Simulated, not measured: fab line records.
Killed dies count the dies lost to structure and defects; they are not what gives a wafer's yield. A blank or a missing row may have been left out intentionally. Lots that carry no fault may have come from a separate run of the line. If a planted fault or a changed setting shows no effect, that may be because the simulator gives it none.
Comparing a struck lot with a sound one || flow gf180mcu || 36 out of 602 route steps
Sound: these wafers, L175.2, L175.3, L175.4. Struck: wafer L181.3 (L181.4, L181.5, from the same lot, were not struck and are left out); the cause is given at the end.
Each step with rows lists, per side, the tool, then ch with its chambers, then its first start. Under that, the readings that differ: sound wafers || struck wafers || difference of the means || sigmas: that difference in standard deviations of wafers without a fault.
alike: a reading whose means differ by less than 2 such deviations, as well as words and numbers matching on both sides. not compared: withheld readings; readings where some wafer has no value; bounds like >300 that might hide an equal value; numbers whose values overlap and for which the record gives no deviation.
The two part at a step that has a row with sigmas, a row that says differs or no value, or rows on one side only. Numbers that have no deviation but don't overlap get no sigmas and don't part them. A reading missing from all wafers of one side parts the sides only when that side holds two or more wafers.

first, 1 step without rows for these wafers: GF_M5_DEVELOP_06 (develop time 60 s).
GF_M5_CD_MEAS_07 targets a cd of 280 nm.
  sound: cd-sem-02 at day 28 13:47; struck: cd-sem-01 at day 30 07:14
  alike: cd-nm
GF_M5_OVL_MEAS_08:
  sound: overlay-01 at day 28 13:53; struck: overlay-02 at day 30 07:20
  alike: M5_OVL
GF_M5_ETCH_09: etches Si3N4 in CF4/O2, target depth 52 nm, time 11.6 s.
  sound on rie-diel-02 ch 0,1,2, day 28 13:55; struck on rie-diel-04 ch 3, day 30 07:21
{"reading": "rf-hours-counter-h (h)", "sound": "9 10 5", "struck": 22, "difference": "+14", "sigmas": ""}
  alike: O2_flow_sccm, drypump-motor-current-A, oes-product-au, throttle-valve-pct
then, 5 steps without rows for these wafers: GF_M5_METAL_ETCH_10 (etches the open film in Cl2/BCl3, stops on SiO2, target depth 627.5 nm, time 104.6 s); GF_M5_STRIP_11 (strips in O2/N2); GF_M5_STRIP_12 (strips in post etch residue remover, time 1200 s); GF_M5_CLEAN_13 (cleans in DIW); GF_V5_CVD_00 (deposits SiO2, target thk 300 nm, time 50 s).
GF_V5_THK_MEAS_01:
  sound: film-metro-04 at day 28 14:40; struck: film-metro-01 at day 30 08:05
  alike: V5_CVD_00_THK
then, 1 step without rows for these wafers: GF_V5_CVD_02 (deposits SiO2 from TEOS, target thk 1450 nm, time 163.28 s).
GF_V5_THK_MEAS_03:
  sound: film-metro-02 at day 28 14:50; struck: film-metro-01 at day 30 08:15
  alike: V5_CVD_02_THK
GF_V5_CMP_04: polishes SiO2.
  sound on cmp-01 ch 0,2,3, day 28 14:53; struck on cmp-01 ch 2, day 30 08:27
{"reading": "model.SiO2_of_V5_CVD_02.thk-nm (nm)", "sound": "855.4 856.7 856.2", "struck": 940.9, "difference": "+84.8", "sigmas": ""}
  alike: motor-current-A, platen-rpm
GF_V5_BOW_MEAS_05:
  sound: film-metro-01 at day 28 15:12; struck: film-metro-04 at day 30 09:05
  not compared: hold, V5_BOW
then, 7 steps without rows for these wafers: GF_V5_HMDS_07 (prime time 60 s); GF_V5_COAT_08; GF_V5_COAT_09 (resist thk 1000 nm); GF_V5_SOFTBAKE_10 (time 60 s); GF_V5_EXPOSE_11 (exposes mask Via5, target cd 260 nm); GF_V5_PEB_12 (peb time 90 s); GF_V5_DEVELOP_13 (develop time 60 s).
GF_V5_CD_MEAS_14 targets a cd of 260 nm.
  sound: cd-sem-02 at day 29 10:46; struck: cd-sem-01 at day 31 02:52
  alike: cd-nm
GF_V5_OVL_MEAS_15:
  sound: overlay-01 at day 29 10:53; struck: overlay-02 at day 31 02:57
  alike: V5_OVL
GF_V5_ETCH_16: etches BARC in N2/H2.
  sound on rie-diel-02 ch 0,1,2, day 29 10:55; struck on rie-diel-01 ch 3, day 31 02:59
  alike: drypump-motor-current-A, n2-flow-sccm, oes-product-au, throttle-valve-pct
GF_V5_ETCH_17: etches SiO2 in C4F8/O2/Ar, stops on TiN, target depth 855 nm.
  sound on rie-diel-02 ch 0,1,2; struck on rie-diel-01 ch 3
{"reading": "oes-product-au (a.u.)", "sound": "0.864 0.859 0.861", "struck": 0.901, "difference": "+0.040", "sigmas": "+8"}
{"reading": "model.etch.depth-nm (nm)", "sound": "855.4 856.7 856.2", "struck": 940.9, "difference": "+84.8", "sigmas": ""}
{"reading": "model.V5.feature-depth-nm (nm)", "sound": "855.4 856.7 856.2", "struck": 940.9, "difference": "+84.8", "sigmas": ""}
then, 3 steps without rows for these wafers: GF_V5_STRIP_18 (strips in O2/N2); GF_V5_STRIP_19 (strips in post etch residue remover, time 1200 s); GF_V5_CLEAN_20 (cleans in DIW).
GF_V5_SPUTTER_21: material Ti, target thk 15 nm, time 80.02 s.
  sound: pvd-sputter-03 at day 29 11:37; struck: pvd-sputter-03 at day 31 03:42
  alike: throttle-valve-pct
GF_V5_SPUTTER_22: material TiN, target thk 10 nm, time 40 s.
  sound: pvd-sputter-03 at day 29 11:40; struck: pvd-sputter-03 at day 31 03:46
  alike: throttle-valve-pct
GF_V5_CVD_23: deposits W, target thk 350 nm, time 104.9 s.
  sound on cvd-w-02 ch 0,1, day 29 11:43; struck on cvd-w-02 ch 0, day 31 03:50
  alike: chamber-pressure-Torr, heater-power-outer-w, heater-power-w
GF_V5_RS_MEAS_24: the measuring method here is four-point-probe.
  sound: film-metro-01 at day 29 11:50; struck: film-metro-01 at day 31 03:58
  alike: V5_W_RS
GF_V5_THK_MEAS_25: measures by xrf.
  sound: film-metro-01 at day 29 11:57; struck: film-metro-01 at day 31 04:04
{"reading": "V5_W_THK (nm)", "sound": "349 345 349", "struck": 357, "difference": "+9", "sigmas": "+2"}
GF_V5_CMP_26: polishes, stops on SiO2, t overpolish 15 s, target thk 0 nm.
  sound on cmp-02 ch 1,2,3, day 29 12:00; struck on cmp-01 ch 1, day 31 04:28
{"reading": "model.SiO2_of_V5_CVD_02.thk-nm (nm)", "sound": "851.6 853 852.5", "struck": 937.1, "difference": "+84.7", "sigmas": ""}
  alike: motor-current-A, platen-rpm
then, 2 steps without rows for these wafers: GF_TOP_METAL_SPUTTER_00 (material Ti, target thk 37.5 nm, time 150 s); GF_PASSIVATION_PROBE_99.

== WHERE THEY PART ==
First at GF_V5_ETCH_17; last, within this record, at GF_V5_THK_MEAS_25. Later steps at which nothing parts them and some readings are alike: GF_V5_CMP_26.

WHY: the cause the simulator had injected
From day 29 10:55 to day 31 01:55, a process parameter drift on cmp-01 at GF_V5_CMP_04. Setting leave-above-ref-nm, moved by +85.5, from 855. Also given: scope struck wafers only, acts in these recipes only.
